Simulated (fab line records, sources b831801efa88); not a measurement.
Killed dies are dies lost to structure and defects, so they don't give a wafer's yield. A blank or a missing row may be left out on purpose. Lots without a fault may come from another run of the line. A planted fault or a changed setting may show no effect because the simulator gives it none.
One fault seen from 2 desks | flow sfq_line | each desk has only its own numbers; what lay behind them comes last

THE METROLOGY DESK
What the gauges read, lot by lot, whatever tool the lot ran on: means of the sampled wafers that have a number. A lot is out of limits, marked OUT, if its mean lies more than 4 standard deviations from the usual mean; the brackets give that distance.
Columns: A = M0_NB_RS at SFQ_M0_RS_MEAS_904, usual 0.888 ohm/sq
lot  | first seen here | A
L652 | day 5 00:55     | 0.887
L653 | day 5 05:44     | 0.891
L654 | day 5 15:19     | 0.892
L655 | day 5 17:43     | 0.874
L656 | day 6 02:16     | 0.893
L657 | day 6 05:50     | 0.883
L658 | day 6 15:26     | 0.877
L659 | day 6 17:54     | 0.876
L663 | day 7 18:55     | 0.862
L665 | day 8 06:50     | 0.862
L670 | day 9 13:31     | 0.888
L673 | day 10 08:41    | 0.875
L674 | day 10 13:29    | 0.891
This desk's finding: nothing out of limits on any of the 13 lots.

THE TOOL OWNER'S DESK: pvd_sputter-04
The tool's own readings at SFQ_TRILAYER_M0_DEP_SPUTTER_019 (material Nb, target thk 200 nm, time 133.3 s): means of the sampled wafers that have a number, for each lot that ran on this tool. A lot is out of limits, marked OUT, if its mean lies more than 4 standard deviations from the usual mean; the brackets give that distance.
Columns: A = throttle_valve_pct at SFQ_TRILAYER_M0_DEP_SPUTTER_019, usual 29.1 %
lot  | first seen here | A
L652 | day 5 00:50     | 28.0
L654 | day 5 15:14     | 28.9
L658 | day 6 15:21     | 28.9
L659 | day 6 17:45     | 29.4
L663 | day 7 18:49     | 28.5
L665 | day 8 06:44     | 28.9
This desk's finding: nothing out of limits on any of the 6 lots.

PUT TOGETHER
The metrology desk saw nothing out of limits.
The tool owner's desk saw nothing out of limits.

WHAT THE SIMULATOR HAD PUT IN
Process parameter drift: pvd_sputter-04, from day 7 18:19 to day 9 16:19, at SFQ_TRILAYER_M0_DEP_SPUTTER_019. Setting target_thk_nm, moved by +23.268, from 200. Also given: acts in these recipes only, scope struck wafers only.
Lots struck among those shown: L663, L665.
